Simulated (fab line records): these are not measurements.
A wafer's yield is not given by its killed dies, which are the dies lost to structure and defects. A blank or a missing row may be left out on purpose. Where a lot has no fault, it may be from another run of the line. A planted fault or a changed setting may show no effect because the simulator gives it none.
Chamber matching ; flow gf180mcu ; GF_V1_CMP_04 on cmp-01: 4 sister chambers
The step polishes SiO2. 7 wafers are shown with their chamber, then 8 later ones without.

## EACH WAFER AND ITS CHAMBER
wafer;chamber;motorCurrentA (A);slurryFlowMlMin
L646.2;0;12.7;150.0
L647.5;3;11.4;150.2
L648.5;0;13.2;150.9
L657.2;2;11.4;149.7
L657.3;1;11.5;150.2
L657.5;1;12.0;150.1
L658.1;2;10.6;149.8

## WAFERS WHOSE CHAMBER IS MISSING
wafer;motorCurrentA (A);slurryFlowMlMin
L658.4;11.9;150.3
L658.6;12.2;149.8
L664.3;13.5;149.9
L664.4;11.2;150.0
L664.5;11.8;149.9
L665.2;11.1;150.4
L665.4;11.7;149.2
L665.6;12.1;149.7

## THE CHAMBER EACH PASSED THROUGH
wafer;from the rows above;in truth
L658.4;can't be placed: 1 or 3 or 0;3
L658.6;can't be placed: 1 or 3 or 0 or 2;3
L664.3;0;0
L664.4;can't be placed: 3 or 2 or 1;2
L664.5;can't be placed: 1 or 3 or 2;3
L665.2;can't be placed: 3 or 1 or 2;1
L665.4;can't be placed: 2 or 1 or 3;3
L665.6;can't be placed: 1 or 3 or 2 or 0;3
Correct placement for 1 of the 8. These rows do not allow placing 7 (true chamber among the candidates in 7). Placed wrongly: 0.
How it was worked out, from the rows above alone: a wafer's distance from a chamber is the root of the sum, over the readings, of the square of ((its reading less the chamber's mean) divided by the reading's scatter). If the next closest chamber is less than 2 further off than the closest, the wafer can't be placed; otherwise it belongs to the closest. For every chamber, the mean is computed from those of its wafers that are shown. How the scatter is found: for the shown wafers, subtract from each reading the mean of its chamber, square and add these, divide the total by (wafers less chambers), then take the root.
